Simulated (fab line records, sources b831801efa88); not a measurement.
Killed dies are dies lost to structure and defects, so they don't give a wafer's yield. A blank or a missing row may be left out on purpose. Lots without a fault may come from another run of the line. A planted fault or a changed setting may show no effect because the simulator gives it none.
fab line records | flow sky130
record lots=6 wafers=18 last_day=48
route steps=708 shown VT_ADJUST_HVTR@135 VT_ADJUST_PCH@143
lots that met no fault: from a run of the same line without faults
start_h: hours from the record's first day to the start of the lot's first wafer shown | wait_h: hours since the lot's step before | " the same as in the row above | L1.1+2: a row that stands for several wafers | - no value, or no start given | * or withheld: withheld | < > ~ a bound
route shown NAME@n: a module of which the file shows steps, and the number in the route of the first | usual: mean/standard deviation of fault-free wafers | same: alike in all rows | chamber/n: place in a boat | sites: the reading at each site | _std_site: their standard deviation | _edge_site: outer sites' mean less inner sites' | radius_mm: how far each site lies from the wafer's centre | mask NAME#n: copy n | behind: the tool/chamber that last shaped the wafer | hold: why the lot was held/for how many hours/how that ended | device: the transistor (n, p or np) that didn't switch | end of line: the same wafers' tests at the end of the route | a step without rows: its recipe alone | killed: dies lost to structure and defects at the first sort, not the wafer's yield | map: a wafer's dies, x killed, . not, _ none there
set.NAME: the setting as run; set.NAME@STEP: as run at that earlier step | model.NAME: the simulator's own value behind a step, which no gauge read
lots at some steps of the route; a table a step, a row a wafer
services: from which hour (start_h, from the record's first day; less than 0 if before it) a tool's chamber was out of use, for how many hours, and why
## steps
# step SKY_VT_ADJUST_HVTR_EXPOSE_04
# recipe mask_id=HVTRM target_cd_nm=380 na=0.6 source_shape=conventional sigma_outer=0.6 dose_mj=150
# step SKY_VT_ADJUST_HVTR_PEB_05
# recipe temp_c=withheld time_s=* resist=NOVOLAK
# step SKY_VT_ADJUST_HVTR_DEVELOP_06
# recipe develop_time_s=60 dev_temp_c=23
# step SKY_VT_ADJUST_HVTR_CD_MEAS_07
# recipe target_cd_nm=380
# usual cd_nm=379.2/2.5
# columns lot.wafer tool chamber start_h wait_h cd_nm
L987.1 cd_sem-02 - 212.38 0.1 376.8
L987.4 " - " " 377.9
L987.5 " - " " 377.9
L996.1 cd_sem-02 - 277.14 0.1 375.9
L996.2 " - " " 377.7
L996.3 " - " " 379.8
L997.2 cd_sem-01 - 283.76 0.1 380.6
L997.3 " - " " 383.7
L997.4 " - " " 381.3
L998.1 cd_sem-02 - 291.49 0.1 381.3
L998.3 " - " " 383.1
L998.4 " - " " 381.2
L999.1 cd_sem-01 - 297.83 0.1 377.2
L999.5 " - " " 378.2
L999.6 " - " " 376.1
L101.1 cd_sem-02 - 312.33 0.1 383.5
L101.2 " - " " 381.1
L101.6 " - " " 383.4
# step SKY_VT_ADJUST_HVTR_OVL_MEAS_08
# usual VT_ADJUST_HVTR_OVL=0.6/1.6
# columns lot.wafer tool chamber start_h wait_h VT_ADJUST_HVTR_OVL[nm]
L987.1 overlay-02 - 212.50 0.1 -1.5
L987.4 " - " " 0.5
L987.5 " - " " 2.9
L996.1 overlay-01 - 277.26 0.1 -0.6
L996.2 " - " " 0.6
L996.3 " - " " -0.1
L997.2 overlay-01 - 283.86 0.1 -1.2
L997.3 " - " " 0.4
L997.4 " - " " -0.3
L998.1 overlay-02 - 291.61 0.1 -1.8
L998.3 " - " " 2.4
L998.4 " - " " 0.8
L999.1 overlay-02 - 297.95 0.1 -2.7
L999.5 " - " " -1.9
L999.6 " - " " 0.2
L101.1 overlay-02 - 312.45 0.1 -1.5
L101.2 " - " " -0.6
L101.6 " - " " -0.1
# step SKY_VT_ADJUST_HVTR_IMPLANT_09
# recipe species=B energy_kev=10 dose_cm2=2.1e+12 tilt_deg=withheld
# step SKY_VT_ADJUST_HVTR_STRIP_10
# recipe chemistry=O2/N2 power_w=1400 pressure_mtorr=1500 platen_temp_c=withheld o2_flow_sccm=3000 n2_flow_sccm=300 overash_fraction=0.5
# usual drypump_motor_current_A=5.63/0.28 oes_product_au=0.716/0.0044 strip_time_to_endpoint_s=14.20/0.042
# columns lot.wafer tool chamber start_h wait_h drypump_motor_current_A oes_product_au rf_hours_counter_h strip_time_to_endpoint_s
L987.1 plasma_asher-01 0 212.69 0.1 5.55 0.710 9 14.18
L987.4 " 0 " " 5.56 0.714 - 14.15
L987.5 " 0 " " 5.55 0.715 - 14.17
L996.1 plasma_asher-01 0 277.44 0.1 5.57 0.723 16 14.16
L996.2 " 1 " " 5.69 0.721 16 14.19
L996.3 " 0 " " 5.56 0.723 - 14.15
L997.2 plasma_asher-03 1 284.04 0.1 5.83 0.715 49 14.20
L997.3 " 1 " " 5.86 0.717 - 14.20
L997.4 " 0 " " 5.13 0.712 - 14.24
L998.1 plasma_asher-03 0 291.79 0.1 5.14 0.714 49 14.25
L998.3 " 1 " " 5.85 0.720 - 14.19
L998.4 " 0 " " 5.14 0.713 - 14.24
L999.1 plasma_asher-02 1 298.14 0.1 6.04 0.712 56 14.12
L999.5 " 1 " " 6.03 0.715 - 14.11
L999.6 " 0 " " 5.42 0.720 - 14.16
L101.1 plasma_asher-01 1 312.64 0.1 5.68 0.718 17 14.24
L101.2 " 0 " " 5.54 0.712 17 14.21
L101.6 " 0 " " 5.53 0.721 - 14.21
# step SKY_VT_ADJUST_HVTR_TW_MEAS_11
# usual VT_ADJUST_HVTR_TW=210.4/1.4
# columns lot.wafer tool chamber start_h wait_h VT_ADJUST_HVTR_TW
L987.1 film_metro-03 - 212.79 0.1 209.2
L987.4 " - " " 207.9
L987.5 " - " " 207.9
L996.1 film_metro-01 - 277.54 0.1 211.3
L996.2 " - " " 211.6
L996.3 " - " " 211.0
L997.2 film_metro-01 - 284.15 0.1 211.0
L997.3 " - " " 211.1
L997.4 " - " " 210.9
L998.1 film_metro-03 - 291.89 0.1 208.4
L998.3 " - " " 207.9
L998.4 " - " " 208.3
L999.1 film_metro-01 - 298.24 0.1 210.9
L999.5 " - " " 210.5
L999.6 " - " " 209.8
L101.1 film_metro-01 - 312.74 0.1 212.0
L101.2 " - " " 212.5
L101.6 " - " " 213.5
# step SKY_VT_ADJUST_PCH_DEHYDRATE_00
# recipe temp_c=200 time_s=60
# step SKY_VT_ADJUST_PCH_HMDS_01
# recipe prime_time_s=60 prime_temp_c=120
# step SKY_VT_ADJUST_PCH_COAT_02
# recipe spin_rpm=2000 resist_thk_nm=3000
# step SKY_VT_ADJUST_PCH_SOFTBAKE_03
# recipe temp_c=110 time_s=withheld
# step SKY_VT_ADJUST_PCH_EXPOSE_04
# recipe mask_id=NWM na=0.6 source_shape=conventional sigma_outer=0.6 polarization=unpolarized target_cd_nm=840 dose_mj=255
# usual exposure_dose_mJ_cm2=255.03/0.26 focus_offset_nm=0.0/0.51 sigma_outer=0.6/0
# columns lot.wafer tool chamber start_h wait_h mask exposure_dose_mJ_cm2 focus_offset_nm sigma_outer
L987.1 iline_stepper-01 0 223.97 - NWM#0 254.86 1.0 0.6
L987.4 " 0 " " NWM#0 254.92 0.3 0.6
L987.5 " 0 " " NWM#0 254.56 1.1 0.6
L996.1 iline_stepper-01 - 289.58 - NWM#0 - - -
L996.2 " - " " NWM#0 - - -
L996.3 " - " " NWM#0 - - -
L997.2 iline_stepper-01 - 296.38 - NWM#0 - - -
L997.3 " - " " NWM#0 - - -
L997.4 " - " " NWM#0 - - -
L998.1 iline_stepper-02 0 304.09 - NWM#0 255.36 0.7 0.6
L998.3 " 0 " " NWM#0 254.93 -0.9 0.6
L998.4 " 0 " " NWM#0 255.00 0.7 0.6
L999.1 iline_stepper-01 0 310.19 - NWM#0 254.95 0.2 0.6
L999.5 " 0 " " NWM#0 254.81 0.2 0.6
L999.6 " 0 " " NWM#0 254.72 0.0 0.6
L101.1 iline_stepper-01 0 325.14 - NWM#0 254.96 -0.7 0.6
L101.2 " 0 " " NWM#0 255.02 0.3 0.6
L101.6 " 0 " " NWM#0 254.64 0.0 0.6
# step SKY_VT_ADJUST_PCH_PEB_05
# recipe temp_c=115 time_s=withheld
## services
# columns tool chamber start_h hours kind
iline_stepper-02 - 201.03 2.3 repair
iline_stepper-02 - 222.53 3.6 repair
iline_stepper-02 - 226.15 8.9 pm
iline_stepper-01 - 235.04 1.7 pm
iline_stepper-02 - 256.85 1.7 pm
iline_stepper-02 - 286.30 3.4 repair
plasma_asher-01 - 290.98 15.6 pm
iline_stepper-02 0 317.37 - calibration
## key
first_sign step=SKY_VT_ADJUST_PCH_EXPOSE_04 reading=tool_record direction=missing
effect none on later readings
met_at SKY_VT_ADJUST_PCH_EXPOSE_04
struck_wafers L996.1,L996.2,L996.3,L997.2,L997.3,L997.4
sort_left_out L996.1,L996.2,L996.3,L997.2,L997.3,L997.4
tester_left_out L996,L997
onset_between 223.97 289.58
fault kind=skipped_step_whole tool=iline_stepper-01 chamber=- onset_h=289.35 steps=SKY_VT_ADJUST_PCH_EXPOSE_04 scope=struck_lots_only
# tester_left_out: of these lots the tester's yield and bins aren't shown, on N5 and GAA mostly nor the transistor test; their killed dies are dies lost to structure and defects alone, not to doping, threshold or leakage, so they don't give the yield
# sort_left_out: the simulated sort isn't trusted on such a fault, so these wafers' sort isn't shown, and their yield isn't known
